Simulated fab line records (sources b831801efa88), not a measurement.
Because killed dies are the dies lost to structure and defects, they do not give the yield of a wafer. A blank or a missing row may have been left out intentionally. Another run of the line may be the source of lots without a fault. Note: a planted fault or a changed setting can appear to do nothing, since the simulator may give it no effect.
Matching of chambers | flow sky130 | SKY_PASSIVATION_CVD_00 on pecvd-02: 3 sister chambers
The step deposits SiO2, target thk 90 nm. 18 wafers are shown with their chamber, then 9 later ones without.

## WAFERS, EACH WITH ITS CHAMBER
wafer  | chamber | heater_power_w (W)
L075.3 | 1       | 766
L075.5 | 2       | 543
L075.6 | 0       | 521
L078.2 | 2       | 581
L078.3 | 0       | 531
L078.5 | 2       | 568
L079.1 | 0       | 556
L079.2 | 2       | 611
L079.3 | 2       | 630
L079.4 | 0       | 572
L079.5 | 2       | 626
L079.6 | 0       | 573
L082.1 | 0       | 536
L082.4 | 1       | 638
L082.5 | 0       | 538
L086.1 | 1       | 764
L086.2 | 0       | 618
L086.3 | 2       | 598

SIGNATURES, as means of the wafers listed above
reading        | chamber 0 | chamber 1 | chamber 2 | scatter within a chamber
heater_power_w | 555.62    | 722.67    | 593.86    | 39.8
Rule: a wafer's distance from a chamber is the root of the sum, over the readings, of the square of ((its reading less the chamber's mean) divided by the reading's scatter). If the next closest chamber is less than 2 further off than the closest, the wafer can't be placed; otherwise it belongs to the closest. How the scatter is found: for the shown wafers, subtract from each reading the mean of its chamber, square and add these, divide the total by (wafers less chambers), then take the root.

## WAFERS MISSING THEIR CHAMBER
wafer  | heater_power_w (W)
L086.4 | 614
L086.5 | 618
L086.6 | 750
L092.1 | 715
L092.2 | 589
L092.4 | 626
L094.4 | 640
L094.5 | 748
L094.6 | 605

## THE CHAMBER EACH PASSED THROUGH
wafer  | from the rows above          | in truth
L086.4 | can't be placed: 2 or 0      | 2
L086.5 | can't be placed: 2 or 0      | 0
L086.6 | 1                            | 1
L092.1 | 1                            | 1
L092.2 | can't be placed: 2 or 0      | 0
L092.4 | can't be placed: 2 or 0 or 1 | 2
L094.4 | can't be placed: 2 or 1 or 0 | 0
L094.5 | 1                            | 1
L094.6 | can't be placed: 2 or 0      | 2
Correct placement for 3 of the 9. Not placeable from these rows: 6 (in 6, the candidates include the true chamber). 0 placed wrongly.
